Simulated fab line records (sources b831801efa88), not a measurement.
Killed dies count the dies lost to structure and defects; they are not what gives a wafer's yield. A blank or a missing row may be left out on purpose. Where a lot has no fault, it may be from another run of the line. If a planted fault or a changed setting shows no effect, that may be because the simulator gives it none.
Chamber matching + flow gf180mcu + rie_si-02 running GF_POLY_GATE_ETCH_13: 4 sister chambers
The step etches poly-Si in HBr/Cl2, stops on SiO2, target depth 198.5 nm, time 69.6 s. 8 wafers are shown with their chamber, then 9 later ones without.

## WAFERS PAIRED WITH THEIR CHAMBERS
| wafer  | chamber | oes_product_au (a.u.) | throttle_valve_pct (%) |
|--------|---------|-----------------------|------------------------|
| L894.3 | 3       | 0.991                 | 33.673                 |
| L900.4 | 0       | 0.990                 | 33.691                 |
| L907.3 | 2       | 0.976                 | 33.687                 |
| L907.5 | 1       | 0.989                 | 33.677                 |
| L907.6 | 0       | 0.992                 | 33.686                 |
| L909.1 | 3       | 0.974                 | 33.688                 |
| L909.3 | 2       | 0.981                 | 33.689                 |
| L909.4 | 1       | 0.998                 | 33.703                 |

## WAFERS MISSING THEIR CHAMBER
| wafer  | oes_product_au (a.u.) | throttle_valve_pct (%) |
|--------|-----------------------|------------------------|
| L910.1 | 0.988                 | 33.692                 |
| L910.3 | 0.999                 | 33.691                 |
| L910.6 | 0.974                 | 33.677                 |
| L912.1 | 0.990                 | 33.671                 |
| L912.5 | 0.986                 | 33.686                 |
| L912.6 | 0.991                 | 33.703                 |
| L913.1 | 0.979                 | 33.662                 |
| L913.3 | 0.982                 | 33.674                 |
| L913.4 | 0.991                 | 33.696                 |

## WHICH CHAMBER EACH ONE RAN IN
| wafer  | from the rows above               | in truth |
|--------|-----------------------------------|----------|
| L910.1 | can't be placed: 0 or 1 or 3 or 2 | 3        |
| L910.3 | can't be placed: 1 or 0 or 3      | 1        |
| L910.6 | can't be placed: 2 or 3 or 0 or 1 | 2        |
| L912.1 | can't be placed: 3 or 0 or 1 or 2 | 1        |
| L912.5 | can't be placed: 3 or 0 or 2 or 1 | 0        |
| L912.6 | can't be placed: 1 or 0 or 2 or 3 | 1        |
| L913.1 | can't be placed: 3 or 2 or 0 or 1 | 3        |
| L913.3 | can't be placed: 3 or 2 or 0 or 1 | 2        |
| L913.4 | can't be placed: 1 or 0 or 3 or 2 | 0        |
Correctly placed: 0 of 9. Unplaceable from these rows: 9, with the true chamber sitting among the candidates in 9. Placed wrongly: 0.
How it was worked out, from the rows above alone: a wafer's distance from a chamber is the root of the sum, over the readings, of the square of ((its reading less the chamber's mean) divided by the reading's scatter). The wafer belongs to the nearest chamber; if the next one is less than 2 further off, it can't be placed. For every chamber, the mean is computed from those of its wafers that are shown. The scatter: take each reading less its chamber's mean, square it, sum over the shown wafers, divide by the number of wafers less the number of chambers, and take the root.
